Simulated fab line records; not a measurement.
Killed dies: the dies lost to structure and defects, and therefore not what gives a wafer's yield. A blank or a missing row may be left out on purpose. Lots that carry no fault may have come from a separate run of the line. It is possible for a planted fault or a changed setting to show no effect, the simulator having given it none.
fab line records + flow gf180mcu
record
- lots=12
- wafers=36
- last_day=34
route steps=602 shown MVSD@76 PSD@261 SAB@264 M1@318
lots that met no fault: taken from a fault-free run of the same line
start_h: hours from the record's first day to the start of the lot's first wafer shown + wait_h: how many hours have passed since the lot's step before this one + " repeats the value in the row above + L1.1+2: a row that stands for several wafers + - value missing, or start not given + * or withheld: withheld + < > ~ a bound
route shown NAME@n: names a module that has steps shown in the file, with the first one's number in the route + usual: mean/standard deviation taken from wafers without a fault + same: alike in all rows + chamber/n: place in a boat + sites: readings site by site + _std_site: their standard deviation + _edge_site: inner sites' mean taken away from outer sites' mean + radius_mm: how far each site lies from the wafer's centre + mask NAME#n: copy n + behind: the last tool/chamber to shape the wafer + hold: what put the lot on hold/how long, in hours/how the hold closed + device: which transistor (n, p or np) failed to switch + end of line: the route-end tests of the same wafers + a step without rows: its recipe alone + killed: the dies lost at the first sort to structure and to defects; this is not the yield of the wafer + map: the dies of a wafer, with x for killed, . for not killed, _ for no die there
set.NAME: setting as actually run; set.NAME@STEP: the setting as run at that earlier step + model.NAME: the simulator's own value behind a step, which no gauge read
route steps across a sampled set of lots; one table per step, one row per wafer
services: when a tool's chamber went out of use (start_h, in hours from the record's first day, below 0 if earlier), for how many hours, and the reason
## steps
# step GF_MVSD_STRIP_10
# recipe
- chemistry=O2/N2
- power_w=1400
- pressure_mtorr=1500
- platen_temp_c=250
- o2_flow_sccm=3000
- n2_flow_sccm=300
- overash_fraction=0.5
# usual
- drypump_motor_current_A=5.63/0.16
- heater_power_w=371/34
- n2_flow_sccm=300.1/0.85
- o2_flow_sccm=3002/9.4
- oes_product_au=0.722/0.0043
- strip_time_to_endpoint_s=36.95/0.086
| lot.wafer | tool            | chamber | start_h | wait_h | drypump_motor_current_A | heater_power_w | n2_flow_sccm | o2_flow_sccm | oes_product_au | rf_hours_counter_h | strip_time_to_endpoint_s |
|-----------|-----------------|---------|---------|--------|-------------------------|----------------|--------------|--------------|----------------|--------------------|--------------------------|
| L185.2    | plasma_asher-03 | 1       | 81.78   | 0.1    | 5.57                    | 379            | 298.3        | 3001         | 0.727          | 43                 | 36.87                    |
| L185.3    | "               | 0       | "       | "      | 5.74                    | 357            | 298.5        | 3005         | 0.725          | -                  | 36.93                    |
| L185.5    | "               | 1       | "       | "      | 5.59                    | 380            | 300.4        | 2998         | 0.718          | -                  | 36.92                    |
| L187.3    | plasma_asher-03 | 0       | 90.88   | 0.1    | 5.74                    | 371            | 298.9        | 2994         | 0.721          | -                  | 36.86                    |
| L187.4    | "               | 1       | "       | "      | 5.58                    | 382            | 299.3        | 2988         | 0.720          | -                  | 36.96                    |
| L187.6    | "               | 0       | "       | "      | 5.75                    | 371            | 299.6        | 3008         | 0.721          | -                  | 36.85                    |
| L188.2    | plasma_asher-04 | 1       | 100.99  | 0.1    | 5.51                    | 440            | 299.8        | 2994         | 0.726          | 35                 | 36.98                    |
| L188.4    | "               | 0       | "       | "      | 5.49                    | 357            | 300.0        | 2989         | 0.713          | -                  | 36.96                    |
| L188.5    | "               | 1       | "       | "      | 5.50                    | 426            | 300.4        | 3009         | 0.721          | -                  | 37.03                    |
| L190.1    | plasma_asher-03 | 1       | 114.83  | 0.1    | 5.59                    | 372            | 298.9        | 3000         | 0.725          | 46                 | 37.05                    |
| L190.2    | "               | 0       | "       | "      | 5.75                    | 375            | 301.4        | 2999         | 0.719          | 46                 | 37.11                    |
| L190.3    | "               | 1       | "       | "      | 5.60                    | 370            | 300.7        | 3007         | 0.721          | -                  | 37.10                    |
| L191.1    | plasma_asher-04 | 0       | 119.33  | 0.1    | 5.49                    | 355            | 298.5        | 3012         | 0.721          | 37                 | 36.97                    |
| L191.2    | "               | 1       | "       | "      | 5.50                    | 444            | 301.1        | 2983         | 0.720          | 37                 | 36.85                    |
| L191.6    | "               | 1       | "       | "      | 5.50                    | 438            | 300.6        | 2987         | 0.714          | -                  | 36.86                    |
| L194.2    | plasma_asher-03 | 1       | 138.04  | 0.1    | 5.59                    | 377            | 301.1        | 2989         | 0.725          | 49                 | 36.98                    |
| L194.3    | "               | 1       | "       | "      | 5.58                    | 383            | 299.8        | 2990         | 0.729          | -                  | 36.95                    |
| L194.4    | "               | 0       | "       | "      | 5.74                    | 358            | 301.2        | 3029         | 0.729          | -                  | 36.94                    |
| L195.2    | plasma_asher-03 | 0       | 140.79  | 0.1    | 5.75                    | 376            | 298.9        | 2996         | 0.724          | 49                 | 36.76                    |
| L195.5    | "               | 0       | "       | "      | 5.74                    | 361            | 299.2        | 2999         | 0.728          | -                  | 36.89                    |
| L195.6    | "               | 1       | "       | "      | 5.59                    | 375            | 298.4        | 2991         | 0.721          | -                  | 36.90                    |
| L196.1    | plasma_asher-04 | 1       | 147.24  | 0.1    | 5.50                    | 432            | 299.1        | 2977         | 0.721          | 40                 | 36.91                    |
| L196.2    | "               | 0       | "       | "      | 5.50                    | 371            | 301.0        | 2997         | 0.721          | 40                 | 36.98                    |
| L196.6    | "               | 0       | "       | "      | 5.47                    | 363            | 300.7        | 3003         | 0.716          | -                  | 37.06                    |
| L201.1    | plasma_asher-03 | 0       | 173.63  | 0.1    | 5.77                    | 353            | 300.0        | 3005         | 0.723          | 53                 | 37.01                    |
| L201.3    | "               | 1       | "       | "      | 5.58                    | 371            | 300.6        | 3000         | 0.727          | -                  | 36.96                    |
| L201.5    | "               | 1       | "       | "      | 5.57                    | 376            | 301.4        | 2999         | 0.721          | -                  | 37.03                    |
| L202.2    | plasma_asher-03 | 0       | 180.53  | 0.1    | 5.74                    | 361            | 300.0        | 3003         | 0.717          | 53                 | 37.13                    |
| L202.4    | "               | 0       | "       | "      | 5.78                    | 366            | 300.6        | 3006         | 0.727          | -                  | 37.10                    |
| L202.6    | "               | 1       | "       | "      | 5.57                    | 377            | 300.2        | 3015         | 0.719          | -                  | 37.02                    |
| L206.1    | plasma_asher-02 | 1       | 202.64  | 0.1    | 5.60                    | 333            | 300.4        | 3017         | 0.723          | 8                  | 37.01                    |
| L206.3    | "               | 0       | "       | "      | 5.97                    | 329            | 300.6        | 2998         | 0.718          | -                  | 36.88                    |
| L206.6    | "               | 0       | "       | "      | 5.99                    | 328            | 299.9        | 3002         | 0.721          | -                  | 36.92                    |
| L208.1    | plasma_asher-02 | 0       | 213.86  | 0.1    | 5.99                    | 329            | 300.5        | 3006         | 0.727          | 9                  | 36.93                    |
| L208.4    | "               | 1       | "       | "      | 5.56                    | 335            | 299.5        | 2999         | 0.718          | -                  | 36.81                    |
| L208.6    | "               | 1       | "       | "      | 5.55                    | 335            | 299.5        | 3015         | 0.718          | -                  | 36.91                    |
# step GF_PSD_RTA_13
# recipe
- temp_c=1025
- time_s=20
- ambient=N2
# usual
- lamp_power_pct=38/3.5
- wafer_temp_C_max=1029.3/1.4
| lot.wafer | tool          | chamber | start_h | wait_h | lamp_power_pct | wafer_temp_C_max |
|-----------|---------------|---------|---------|--------|----------------|------------------|
| L185.2    | rtp_anneal-02 | 0       | 305.08  | 0.0    | 40             | 1029.1           |
| L185.3    | "             | 0       | "       | "      | 40             | 1027.8           |
| L185.5    | "             | 0       | "       | "      | 40             | 1028.3           |
| L187.3    | rtp_anneal-02 | 0       | 321.95  | 0.0    | 40             | 1029.3           |
| L187.4    | "             | 0       | "       | "      | 40             | 1028.4           |
| L187.6    | "             | 0       | "       | "      | 40             | 1028.8           |
| L188.2    | rtp_anneal-02 | 0       | 338.58  | 0.0    | 40             | 1027.8           |
| L188.4    | "             | 0       | "       | "      | 40             | 1028.7           |
| L188.5    | "             | 0       | "       | "      | 40             | 1028.1           |
| L190.1    | rtp_anneal-02 | 0       | 358.90  | 0.0    | 40             | 1027.8           |
| L190.2    | "             | 0       | "       | "      | 40             | 1028.5           |
| L190.3    | "             | 0       | "       | "      | 40             | 1028.0           |
| L191.1    | rtp_anneal-02 | 0       | 372.22  | 0.0    | 40             | 1028.5           |
| L191.2    | "             | 0       | "       | "      | 40             | 1027.7           |
| L191.6    | "             | 0       | "       | "      | 40             | 1029.1           |
| L194.2    | rtp_anneal-01 | 0       | 406.63  | 0.0    | 33             | 1030.7           |
| L194.3    | "             | 0       | "       | "      | 33             | 1031.0           |
| L194.4    | "             | 0       | "       | "      | 33             | 1030.1           |
| L195.2    | rtp_anneal-02 | 0       | 416.28  | 0.0    | 40             | 1028.4           |
| L195.5    | "             | 0       | "       | "      | 40             | 1028.0           |
| L195.6    | "             | 0       | "       | "      | 40             | 1027.9           |
| L196.1    | rtp_anneal-01 | 0       | 416.42  | 0.0    | 33             | 1029.9           |
| L196.2    | "             | 0       | "       | "      | 33             | 1030.0           |
| L196.6    | "             | 0       | "       | "      | 33             | 1031.7           |
| L201.1    | rtp_anneal-02 | 0       | 454.59  | 0.0    | 40             | 1028.3           |
| L201.3    | "             | 0       | "       | "      | 40             | 1028.3           |
| L201.5    | "             | 0       | "       | "      | 40             | 1028.8           |
| L202.2    | rtp_anneal-02 | 0       | 464.17  | 0.0    | 40             | 1028.8           |
| L202.4    | "             | 0       | "       | "      | 40             | 1027.5           |
| L202.6    | "             | 0       | "       | "      | 40             | 1029.6           |
| L206.1    | rtp_anneal-02 | 0       | 488.25  | 0.0    | 40             | 1028.8           |
| L206.3    | "             | 0       | "       | "      | 40             | 1028.5           |
| L206.6    | "             | 0       | "       | "      | 40             | 1029.4           |
| L208.1    | rtp_anneal-01 | 0       | 504.17  | 0.0    | 33             | 1030.9           |
| L208.4    | "             | 0       | "       | "      | 33             | 1031.8           |
| L208.6    | "             | 0       | "       | "      | 33             | 1030.6           |
# step GF_SAB_CVD_00
# recipe
- material=SiO2
- target_thk_nm=50
- precursor=TEOS
- temp_c=400
- time_s=4.9302
- rf_w=600
# usual
- heater_power_w=661/110
- susceptor_temp_C=399.97/0.23
| lot.wafer | tool     | chamber | start_h | wait_h | heater_power_w | susceptor_temp_C |
|-----------|----------|---------|---------|--------|----------------|------------------|
| L185.2    | pecvd-03 | 0       | 305.39  | 0.1    | 676            | 399.85           |
| L185.3    | "        | 1       | "       | "      | 570            | 399.78           |
| L185.5    | "        | 1       | "       | "      | 553            | 399.93           |
| L187.3    | pecvd-01 | 0       | 322.24  | 0.1    | 745            | 400.13           |
| L187.4    | "        | 0       | "       | "      | 747            | 399.81           |
| L187.6    | "        | 1       | "       | "      | 614            | 400.33           |
| L188.2    | pecvd-03 | 2       | 338.89  | 0.1    | 835            | 399.79           |
| L188.4    | "        | 2       | "       | "      | 834            | 400.03           |
| L188.5    | "        | 2       | "       | "      | 832            | 400.13           |
| L190.1    | pecvd-04 | 2       | 359.23  | 0.1    | 746            | 400.18           |
| L190.2    | "        | 1       | "       | "      | 492            | 399.47           |
| L190.3    | "        | 0       | "       | "      | 526            | 399.93           |
| L191.1    | pecvd-01 | 1       | 372.54  | 0.1    | 613            | 399.90           |
| L191.2    | "        | 0       | "       | "      | 662            | 400.15           |
| L191.6    | "        | 2       | "       | "      | 559            | 399.62           |
| L194.2    | pecvd-04 | 0       | 406.94  | 0.1    | 603            | 399.90           |
| L194.3    | "        | 2       | "       | "      | 755            | 400.15           |
| L194.4    | "        | 1       | "       | "      | 560            | 399.92           |
| L195.2    | pecvd-01 | 1       | 416.59  | 0.1    | 737            | 399.95           |
| L195.5    | "        | 2       | "       | "      | 612            | 400.03           |
| L195.6    | "        | 1       | "       | "      | 732            | 399.99           |
| L196.1    | pecvd-04 | 0       | 416.74  | 0.1    | 519            | 400.31           |
| L196.2    | "        | 1       | "       | "      | 575            | 400.29           |
| L196.6    | "        | 1       | "       | "      | 567            | 400.15           |
| L201.1    | pecvd-04 | 0       | 454.92  | 0.1    | 577            | 400.15           |
| L201.3    | "        | 1       | "       | "      | 579            | 399.84           |
| L201.5    | "        | 2       | "       | "      | 773            | 400.07           |
| L202.2    | pecvd-03 | 0       | 464.48  | 0.1    | 581            | 399.66           |
| L202.4    | "        | 0       | "       | "      | 577            | 399.66           |
| L202.6    | "        | 2       | "       | "      | 969            | 400.25           |
| L206.1    | pecvd-01 | 1       | 488.66  | 0.1    | 716            | 400.04           |
| L206.3    | "        | 2       | "       | "      | 624            | 399.97           |
| L206.6    | "        | 1       | "       | "      | 701            | 399.89           |
| L208.1    | pecvd-01 | 1       | 504.49  | 0.1    | 741            | 400.08           |
| L208.4    | "        | 0       | "       | "      | 755            | 399.58           |
| L208.6    | "        | 2       | "       | "      | 536            | 399.64           |
# step GF_SAB_THK_MEAS_01
# recipe
- reads=SiO2_of_SAB_CVD_00
# usual
- SAB_CVD_00_THK=50.3/0.7
| lot.wafer | tool          | chamber | start_h | wait_h | SAB_CVD_00_THK[nm] |
|-----------|---------------|---------|---------|--------|--------------------|
| L185.2    | film_metro-04 | -       | 305.42  | 0.0    | 49.5               |
| L185.3    | "             | -       | "       | "      | 49.8               |
| L185.5    | "             | -       | "       | "      | 50.8               |
| L187.3    | film_metro-01 | -       | 322.28  | 0.0    | 50.3               |
| L187.4    | "             | -       | "       | "      | 50.9               |
| L187.6    | "             | -       | "       | "      | 51.0               |
| L188.2    | film_metro-02 | -       | 338.93  | 0.0    | 49.5               |
| L188.4    | "             | -       | "       | "      | 50.3               |
| L188.5    | "             | -       | "       | "      | 50.4               |
| L190.1    | film_metro-01 | -       | 359.25  | 0.0    | 51.3               |
| L190.2    | "             | -       | "       | "      | 50.0               |
| L190.3    | "             | -       | "       | "      | 50.6               |
| L191.1    | film_metro-01 | -       | 372.56  | 0.0    | 50.1               |
| L191.2    | "             | -       | "       | "      | 50.8               |
| L191.6    | "             | -       | "       | "      | 51.0               |
| L194.2    | film_metro-01 | -       | 406.97  | 0.0    | 48.6               |
| L194.3    | "             | -       | "       | "      | 50.3               |
| L194.4    | "             | -       | "       | "      | 49.7               |
| L195.2    | film_metro-04 | -       | 416.62  | 0.0    | 50.1               |
| L195.5    | "             | -       | "       | "      | 52.0               |
| L195.6    | "             | -       | "       | "      | 51.3               |
| L196.1    | film_metro-04 | -       | 416.76  | 0.0    | 49.6               |
| L196.2    | "             | -       | "       | "      | 49.8               |
| L196.6    | "             | -       | "       | "      | 50.3               |
| L201.1    | film_metro-01 | -       | 454.94  | 0.0    | 49.3               |
| L201.3    | "             | -       | "       | "      | 53.3               |
| L201.5    | "             | -       | "       | "      | 51.7               |
| L202.2    | film_metro-04 | -       | 464.51  | 0.0    | 50.0               |
| L202.4    | "             | -       | "       | "      | 51.0               |
| L202.6    | "             | -       | "       | "      | 50.3               |
| L206.1    | film_metro-02 | -       | 488.68  | 0.0    | 49.2               |
| L206.3    | "             | -       | "       | "      | 49.6               |
| L206.6    | "             | -       | "       | "      | 49.8               |
| L208.1    | film_metro-02 | -       | 504.51  | 0.0    | 49.3               |
| L208.4    | "             | -       | "       | "      | 50.6               |
| L208.6    | "             | -       | "       | "      | 51.1               |
# step GF_M1_SPUTTER_03
# recipe
- material=Ti
- target_thk_nm=10
- substrate_temp_c=300
- chamber_pressure_pa=0.3
- power_w=3000
- time_s=6.7
# usual
- chamber_pressure_pa=0.3000/0.00052
- throttle_valve_pct=30.1/1.1
| lot.wafer | tool           | chamber | start_h | wait_h | chamber_pressure_pa | throttle_valve_pct |
|-----------|----------------|---------|---------|--------|---------------------|--------------------|
| L185.2    | pvd_sputter-04 | -       | 349.23  | 0.0    | 0.2999              | 29.8               |
| L185.3    | "              | -       | "       | "      | 0.3002              | 30.8               |
| L185.5    | "              | -       | "       | "      | 0.2998              | 31.3               |
| L187.3    | pvd_sputter-01 | -       | 368.96  | 0.0    | 0.3000              | 28.6               |
| L187.4    | "              | -       | "       | "      | 0.3002              | 28.9               |
| L187.6    | "              | -       | "       | "      | 0.3000              | 30.2               |
| L188.2    | pvd_sputter-01 | -       | 385.71  | 0.0    | 0.2990              | 30.8               |
| L188.4    | "              | -       | "       | "      | 0.2999              | 28.9               |
| L188.5    | "              | -       | "       | "      | 0.3007              | 30.2               |
| L190.1    | pvd_sputter-03 | -       | 406.07  | 0.0    | 0.2999              | 32.3               |
| L190.2    | "              | -       | "       | "      | 0.3005              | 28.9               |
| L190.3    | "              | -       | "       | "      | 0.2996              | 30.3               |
| L191.1    | pvd_sputter-04 | -       | 422.18  | 0.0    | 0.2992              | 30.2               |
| L191.2    | "              | -       | "       | "      | 0.3003              | 30.0               |
| L191.6    | "              | -       | "       | "      | 0.3001              | 31.4               |
| L194.2    | pvd_sputter-04 | -       | 458.20  | 0.0    | 0.3002              | 30.0               |
| L194.3    | "              | -       | "       | "      | 0.3002              | 31.5               |
| L194.4    | "              | -       | "       | "      | 0.2992              | 30.3               |
| L195.2    | pvd_sputter-03 | -       | 468.86  | 0.0    | 0.3004              | 28.6               |
| L195.5    | "              | -       | "       | "      | 0.2997              | 28.6               |
| L195.6    | "              | -       | "       | "      | 0.2999              | 30.1               |
| L196.1    | pvd_sputter-04 | -       | 469.11  | 0.0    | 0.3004              | 29.9               |
| L196.2    | "              | -       | "       | "      | 0.3000              | 30.2               |
| L196.6    | "              | -       | "       | "      | 0.3002              | 30.6               |
| L201.1    | pvd_sputter-03 | -       | 506.69  | 0.0    | 0.2999              | 30.2               |
| L201.3    | "              | -       | "       | "      | 0.2993              | 28.9               |
| L201.5    | "              | -       | "       | "      | 0.2996              | 32.2               |
| L202.2    | pvd_sputter-01 | -       | 516.36  | 0.0    | 0.2994              | 28.8               |
| L202.4    | "              | -       | "       | "      | 0.3004              | 28.0               |
| L202.6    | "              | -       | "       | "      | 0.2999              | 28.8               |
| L206.1    | pvd_sputter-04 | -       | 538.41  | 0.0    | 0.2993              | 31.0               |
| L206.3    | "              | -       | "       | "      | 0.3001              | 29.9               |
| L206.6    | "              | -       | "       | "      | 0.2994              | 30.0               |
| L208.1    | pvd_sputter-04 | -       | 553.76  | 0.0    | 0.2997              | 31.1               |
| L208.4    | "              | -       | "       | "      | 0.3007              | 29.9               |
| L208.6    | "              | -       | "       | "      | 0.3005              | 30.1               |
## services
| tool            | chamber | start_h | hours | kind   |
|-----------------|---------|---------|-------|--------|
| plasma_asher-04 | -       | 75.03   | 0.3   | repair |
| pecvd-04        | -       | 96.05   | 2.8   | pm     |
| pvd_sputter-04  | -       | 97.86   | 0.5   | repair |
| pecvd-01        | -       | 107.67  | 1.5   | repair |
| pvd_sputter-04  | -       | 113.54  | 2.9   | repair |
| pecvd-01        | -       | 160.62  | 14.0  | pm     |
| rtp_anneal-02   | -       | 166.62  | 1.5   | pm     |
| pecvd-04        | 2       | 169.11  | 14.3  | repair |
| plasma_asher-03 | -       | 181.22  | 0.5   | repair |
| pecvd-04        | 2       | 249.45  | 17.9  | repair |
| pecvd-04        | 0       | 262.06  | 30.9  | repair |
| pecvd-01        | -       | 291.38  | 14.6  | pm     |
| pvd_sputter-04  | -       | 295.38  | 0.8   | repair |
| pvd_sputter-04  | -       | 327.26  | 4.4   | repair |
| pecvd-01        | 0       | 327.99  | 6.8   | repair |
| plasma_asher-03 | -       | 347.38  | 0.3   | repair |
| pecvd-04        | -       | 368.88  | 14.0  | pm     |
| plasma_asher-03 | -       | 370.35  | 2.5   | repair |
| pecvd-04        | 1       | 379.23  | 5.9   | repair |
| pvd_sputter-04  | -       | 393.13  | 4.0   | repair |
| pecvd-01        | -       | 405.09  | 2.8   | pm     |
| pecvd-04        | -       | 450.05  | 1.5   | repair |
| pecvd-01        | 0       | 453.13  | 5.5   | repair |
| pvd_sputter-04  | -       | 497.27  | 3.0   | repair |
## key
first_sign
- step=GF_SAB_THK_MEAS_01
- reading=SAB_CVD_00_THK
- direction=up
- sigmas=4.3
- usual=50.3
- struck=53.3
effect none on later readings
met_at GF_SAB_CVD_00
struck_lots L201
struck_wafers L201.3
tester_left_out L201
not_acting_at GF_MVSD_STRIP_10,GF_PSD_RTA_13,GF_M1_SPUTTER_03
onset_between 416.74 454.92
fault
- kind=process_parameter_drift
- tool=pecvd-04
- chamber=1
- onset_h=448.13
- steps=GF_SAB_CVD_00
- channel=target_thk_nm
- offset=4.1563
- shape=step
- end_h=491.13
- acts_in=these_recipes_only
- stated=50
# tester_left_out: of these lots the tester's yield and bins aren't shown, on N5 and GAA mostly nor the transistor test; their killed dies are dies lost to structure and defects alone, not to doping, threshold or leakage, so they don't give the yield
